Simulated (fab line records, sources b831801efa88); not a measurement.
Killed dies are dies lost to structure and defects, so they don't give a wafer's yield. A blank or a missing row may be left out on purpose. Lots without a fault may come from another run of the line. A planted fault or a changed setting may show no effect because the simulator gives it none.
A struck lot beside a sound one | flow sky130 | 43 steps out of a route of 708
Sound: wafers L883.4, L883.5, L883.6. Struck: wafers L894.4, L894.6. (L894.5 of the same lot was not struck and is left out.) The cause comes at the end.
At each step with rows: each side's tool, then ch and its chambers, then its first start. Under that, the readings that differ: sound wafers | struck wafers | difference of the means | sigmas: that difference in standard deviations of wafers without a fault.
alike: readings whose means differ by less than 2 such deviations, and words and numbers that are the same on both sides. not compared: withheld readings, readings that some wafer has no value for, bounds like >300 that may hide the same value, and numbers for which the record gives no deviation and whose values overlap.
The two part at a step that has a row with sigmas, a row that says differs or no value, or rows on one side only. Numbers that don't overlap but have no deviation are shown without sigmas and don't part them. A reading that every wafer of one side lacks parts them only if that side has two wafers or more.

first, 7 steps without rows for these wafers: SKY_METAL1_HMDS_08 (prime time 60 s); SKY_METAL1_COAT_09 (resist thk 60 nm); SKY_METAL1_COAT_10 (resist thk 450 nm); SKY_METAL1_SOFTBAKE_11 (time 90 s); SKY_METAL1_EXPOSE_12 (exposes mask MM1, target cd 140 nm); SKY_METAL1_PEB_13; SKY_METAL1_DEVELOP_14 (develop time 60 s).
SKY_METAL1_CD_MEAS_15: target cd 140 nm.
  sound on cd_sem-01, day 33 22:23; struck on cd_sem-02, day 37 11:11
  alike: cd_nm
SKY_METAL1_OVL_MEAS_16:
  sound on overlay-02, day 33 22:28; struck on overlay-02, day 37 11:16
  alike: METAL1_OVL
then, 1 step without rows for these wafers: SKY_METAL1_DESCUM_17 (chemistry O2, time 8 s).
SKY_METAL1_ETCH_18: etches BARC in N2/H2, stops on SiO2, time 45.9 s, target depth 60 nm.
  sound on rie_metal-02 ch 0,1, day 33 22:32; struck on rie_metal-02 ch 0,1, day 37 11:20
  alike: drypump_motor_current_A, he_backside_leak_sccm, oes_product_au, throttle_valve_pct
  not compared: rf_hours_counter_h
SKY_METAL1_METAL_ETCH_19: etches the open film in Cl2/BCl3, stops on SiO2, target depth 360 nm, time 78 s.
  sound on rie_metal-02 ch 0,1, day 33 22:37; struck on rie_metal-02 ch 0,1, day 37 11:24
  alike: drypump_motor_current_A, he_backside_leak_sccm, oes_product_au, throttle_valve_pct
  not compared: rf_hours_counter_h
SKY_METAL1_STRIP_20: strips in O2/N2.
  sound on plasma_asher-01 ch 0,1, day 33 22:42; struck on plasma_asher-01 ch 0, day 37 11:29
  alike: drypump_motor_current_A, oes_product_au, strip_time_to_endpoint_s
  not compared: rf_hours_counter_h
then, 4 steps without rows for these wafers: SKY_METAL1_STRIP_21 (strips in post etch residue remover, time 1200 s); SKY_METAL1_CLEAN_22 (cleans in IPA, time 180 s); SKY_METAL1_CLEAN_23 (cleans in O3/DIW); SKY_VIA1_HDPCVD_00 (deposits SiO2, target thk 1030 nm, time 171.7 s).
SKY_VIA1_THK_MEAS_01:
  sound on film_metro-04, day 33 23:29; struck on film_metro-02, day 37 12:13
  alike: VIA1_HDPCVD_THK
SKY_VIA1_CMP_02: polishes SiO2.
  sound on cmp-02 ch 1,2,3, day 33 23:37; struck on cmp-02 ch 1,3, day 37 12:21
  alike: motor_current_A
SKY_VIA1_BOW_MEAS_03:
  sound on film_metro-01, day 33 23:52; struck on film_metro-04, day 37 12:37
  alike: VIA1_BOW
then, 8 steps without rows for these wafers: SKY_VIA1_DEHYDRATE_04 (time 60 s); SKY_VIA1_HMDS_05 (prime time 60 s); SKY_VIA1_COAT_06 (resist thk 60 nm); SKY_VIA1_COAT_07 (resist thk 450 nm); SKY_VIA1_SOFTBAKE_08 (time 90 s); SKY_VIA1_EXPOSE_09 (exposes mask VIM, target cd 150 nm); SKY_VIA1_PEB_10; SKY_VIA1_DEVELOP_11 (develop time 60 s).
SKY_VIA1_CD_MEAS_12: target cd 150 nm.
  sound on cd_sem-02, day 35 00:49; struck on cd_sem-01, day 38 13:40
  alike: cd_nm
SKY_VIA1_OVL_MEAS_13:
  sound on overlay-02, day 35 00:53; struck on overlay-02, day 38 13:44
  alike: VIA1_OVL
then, 6 steps without rows for these wafers: SKY_VIA1_ETCH_14 (etches BARC in N2/H2, stops on SiO2, time 45.9 s, target depth 60 nm); SKY_VIA1_ETCH_15 (etches SiO2 in C4F8/O2/Ar, stops on TiN, target depth 351 nm, time 54 s); SKY_VIA1_STRIP_16 (strips in O2/N2); SKY_VIA1_STRIP_17 (strips in post etch residue remover, time 1200 s); SKY_VIA1_CLEAN_18 (cleans in IPA, time 180 s); SKY_VIA1_CLEAN_19 (cleans in O3/DIW).
SKY_VIA1_SPUTTER_20: material TiN, target thk 20 nm, time 80 s.
  sound on pvd_sputter-02, day 35 01:39; struck on pvd_sputter-04, day 38 14:26
  alike: throttle_valve_pct
then, 1 step without rows for these wafers: SKY_VIA1_CVD_21 (deposits W, target thk 270 nm, time 80.902 s).
SKY_VIA1_RS_MEAS_22: measures by four-point-probe.
  sound on film_metro-01, day 35 01:52; struck on film_metro-01, day 38 14:39
  alike: VIA1_W_RS
SKY_VIA1_THK_MEAS_23: measures by xrf.
  sound on film_metro-01, day 35 01:58; struck on film_metro-01, day 38 14:44
  alike: VIA1_W_THK
then, 1 step without rows for these wafers: SKY_VIA1_CMP_24 (polishes, stops on SiO2, t overpolish 15 s, target thk 0 nm).
SKY_METAL2_SPUTTER_00: material Ti, target thk 15 nm, time 10 s.
  sound on pvd_sputter-03, day 35 02:17; struck on pvd_sputter-01, day 38 15:04
  alike: throttle_valve_pct
-- the record jumps here: 11 days lie between the struck wafers' starts before and after (it left off in module METAL2 and takes up again in module PAD_OPEN, whose first step shown is number 708 of the route) --
SKY_PAD_OPEN_PROBE_99:
  sound on prober-02, day 46 08:47; struck on prober-01, day 49 05:51
  reading                               | sound             | struck      | difference | sigmas
  defect_limited_yield (%)              | 82.3 85.2 83.7    | 69.5 69.5   | -14.2      | -8
  killed_at_M0_to_M3                    | 42 48 52          | 109 104     | +59        | +10
  killed_at_contacts                    | 17 17 14          | 26 30       | +12        | +2
  killed_dies                           | 87 73 80          | 150 150     | +70        | +8
  sort_bin_3_pad_short (%)              | 0 1.2 0.6         | 4.7 5.5     | +4.5       | +10
  sort_bin_5_function (%)               | 11.0 9.3 9.8      | 17.9 17.7   | +7.8       | +6
  sort_n_pass                           | 405 419 412       | 342 342     | -70        | -8
  sort_yield_pct (%)                    | 82.3 85.2 83.7    | 69.5 69.5   | -14.2      | -8
  model.etest.tester.sort_n_pass        | 405 419 412       | 342 342     | -70        |
  model.etest.tester.sort_yield_pct (%) | 82.32 85.16 83.74 | 69.51 69.51 | -14.23     |
  model.etest.tester.sort_bin_5_pct (%) | 10.98 9.35 9.756  | 17.89 17.68 | +7.76      |
  model.etest.tester.sort_bin_3_pct (%) | 0 1.22 0.6098     | 4.675 5.488 | +4.472     |
  alike: killed_at_M4_up, killed_at_front_end, killed_at_other, killed_on_rim, killed_open, killed_short, sort_bin_6_memory

WHERE THEY PART
Only at SKY_PAD_OPEN_PROBE_99, within this record.

WHY: what the simulator had put in
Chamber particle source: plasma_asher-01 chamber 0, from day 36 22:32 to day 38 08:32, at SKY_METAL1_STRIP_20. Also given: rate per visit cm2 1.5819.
